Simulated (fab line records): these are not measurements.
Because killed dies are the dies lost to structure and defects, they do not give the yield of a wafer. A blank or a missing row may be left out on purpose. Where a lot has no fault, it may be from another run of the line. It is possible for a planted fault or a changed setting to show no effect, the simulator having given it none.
A sampling plan put to the test | flow sky130 | 16 faults told of in these records, all on one fab line, each judged by the records of the lots it struck
What counts as the plan is the set of the line's own looks, namely the steps on the route at which a gauge or an inspection reads a wafer and does not change it. Where struck wafers have a number at a look and the file lists that look's usual mean and standard deviation on fault-free wafers, the look can be judged. Caught: 4 or more of those standard deviations (sigma) separate the usual mean from the mean of the struck wafers at a look after the fault's first step. On the tool: the fault's steps, tested the same way using the tool's own readings. If the struck wafers alone have a blank record, or they carry another recipe, that too counts as caught.

## THE FAULTS, as the simulator had put them in
1. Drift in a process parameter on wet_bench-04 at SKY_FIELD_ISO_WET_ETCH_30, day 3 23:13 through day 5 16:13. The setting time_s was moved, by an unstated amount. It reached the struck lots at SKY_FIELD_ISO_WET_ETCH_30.
2. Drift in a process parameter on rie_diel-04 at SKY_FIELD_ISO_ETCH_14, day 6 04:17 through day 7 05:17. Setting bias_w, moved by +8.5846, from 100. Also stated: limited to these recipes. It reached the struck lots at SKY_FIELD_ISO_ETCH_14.
3. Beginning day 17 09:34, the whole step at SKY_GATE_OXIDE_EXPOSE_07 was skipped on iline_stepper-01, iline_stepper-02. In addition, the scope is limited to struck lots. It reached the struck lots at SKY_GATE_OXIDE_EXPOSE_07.
4. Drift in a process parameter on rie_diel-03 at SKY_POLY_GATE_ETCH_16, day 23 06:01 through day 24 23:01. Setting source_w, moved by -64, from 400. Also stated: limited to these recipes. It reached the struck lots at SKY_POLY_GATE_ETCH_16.
5. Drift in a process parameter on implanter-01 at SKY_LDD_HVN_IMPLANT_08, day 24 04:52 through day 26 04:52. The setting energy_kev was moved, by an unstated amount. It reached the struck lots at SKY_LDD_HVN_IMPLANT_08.
6. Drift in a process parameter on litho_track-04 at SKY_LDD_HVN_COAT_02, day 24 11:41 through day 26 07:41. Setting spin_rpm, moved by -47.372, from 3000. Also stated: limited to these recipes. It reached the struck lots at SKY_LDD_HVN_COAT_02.
7. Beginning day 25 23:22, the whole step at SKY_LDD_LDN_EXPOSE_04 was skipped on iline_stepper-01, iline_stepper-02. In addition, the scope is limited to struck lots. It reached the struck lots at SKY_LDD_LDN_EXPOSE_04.
8. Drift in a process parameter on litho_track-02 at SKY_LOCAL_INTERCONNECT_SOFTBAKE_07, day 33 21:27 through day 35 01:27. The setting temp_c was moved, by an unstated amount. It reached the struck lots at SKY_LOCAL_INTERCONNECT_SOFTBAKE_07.
9. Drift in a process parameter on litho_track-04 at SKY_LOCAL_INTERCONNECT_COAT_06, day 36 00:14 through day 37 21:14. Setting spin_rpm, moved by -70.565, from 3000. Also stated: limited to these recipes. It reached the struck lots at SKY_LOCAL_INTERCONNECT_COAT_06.
10. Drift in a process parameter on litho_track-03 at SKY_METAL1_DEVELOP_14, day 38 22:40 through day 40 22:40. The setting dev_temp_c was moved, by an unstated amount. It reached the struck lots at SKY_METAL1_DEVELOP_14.
11. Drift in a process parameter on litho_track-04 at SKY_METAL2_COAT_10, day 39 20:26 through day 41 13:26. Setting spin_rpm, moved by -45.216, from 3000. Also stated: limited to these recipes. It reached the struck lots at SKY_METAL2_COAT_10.
12. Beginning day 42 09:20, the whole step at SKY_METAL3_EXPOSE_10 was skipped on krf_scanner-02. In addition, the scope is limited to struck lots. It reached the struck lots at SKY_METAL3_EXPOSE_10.
13. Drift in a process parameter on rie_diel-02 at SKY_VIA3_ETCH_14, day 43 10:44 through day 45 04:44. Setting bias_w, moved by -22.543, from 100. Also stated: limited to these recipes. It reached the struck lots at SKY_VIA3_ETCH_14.
14. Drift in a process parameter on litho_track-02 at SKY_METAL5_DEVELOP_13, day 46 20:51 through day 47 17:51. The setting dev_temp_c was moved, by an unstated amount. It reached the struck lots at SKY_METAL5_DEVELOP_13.
15. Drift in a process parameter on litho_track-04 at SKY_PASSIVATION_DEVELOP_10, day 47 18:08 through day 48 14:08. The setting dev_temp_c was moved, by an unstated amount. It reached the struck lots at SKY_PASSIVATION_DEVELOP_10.
16. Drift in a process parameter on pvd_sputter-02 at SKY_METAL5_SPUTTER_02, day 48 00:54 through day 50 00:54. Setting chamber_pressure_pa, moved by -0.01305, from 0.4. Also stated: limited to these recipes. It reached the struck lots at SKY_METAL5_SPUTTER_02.

## WHAT THE PLAN SAW
fault | on the tool itself                  | first look that catches it                      | reading, sigma | median hours from its first step to that look | hours from the fault's start to the first struck lot there | judged looks passed uncaught
1     | run_length_s -9.1 sigma             | not the one look that can be judged after it    | -              | -                                             | -                                                          | 1
2     | bias_w +29 sigma                    | none of the 2 looks that can be judged after it | -              | -                                             | -                                                          | 2
3     | no reading that can be judged       | no look after it can be judged                  | -              | -                                             | -                                                          | 0
4     | rf_fwd_power_W -45 sigma            | none of the 3 looks that can be judged after it | -              | -                                             | -                                                          | 3
5     | beam_energy_keV +99 or beyond sigma | no look after it can be judged                  | -              | -                                             | -                                                          | 0
6     | spin_speed_rpm -20 sigma            | none of the 2 looks that can be judged after it | -              | -                                             | -                                                          | 2
7     | no reading that can be judged       | no look after it can be judged                  | -              | -                                             | -                                                          | 0
8     | plate_temp_C -28 sigma              | no look after it can be judged                  | -              | -                                             | -                                                          | 0
9     | spin_speed_rpm -29 sigma            | no look after it can be judged                  | -              | -                                             | -                                                          | 0
10    | developer_temp_C +6.7 sigma         | no look after it can be judged                  | -              | -                                             | -                                                          | 0
11    | spin_speed_rpm -20 sigma            | no look after it can be judged                  | -              | -                                             | -                                                          | 0
12    | no reading that can be judged       | no look after it can be judged                  | -              | -                                             | -                                                          | 0
13    | bias_w -78 sigma                    | no look after it can be judged                  | -              | -                                             | -                                                          | 0
14    | developer_temp_C +8.6 sigma         | no look after it can be judged                  | -              | -                                             | -                                                          | 0
15    | developer_temp_C +8.6 sigma         | no look after it can be judged                  | -              | -                                             | -                                                          | 0
16    | chamber_pressure_pa -17 sigma       | no look after it can be judged                  | -              | -                                             | -                                                          | 0
A dash: the fault isn't caught, or these records don't give the number.

Caught at a look: 0 of 16. Caught on the tool: 13 of 16. By one or the other: 13 of 16.
Faults caught by the tool alone: 1, 2, 4, 5, 6, 8, 9, 10, 11, 13, 14, 15, 16.
Caught by neither: faults 3, 7, 12.
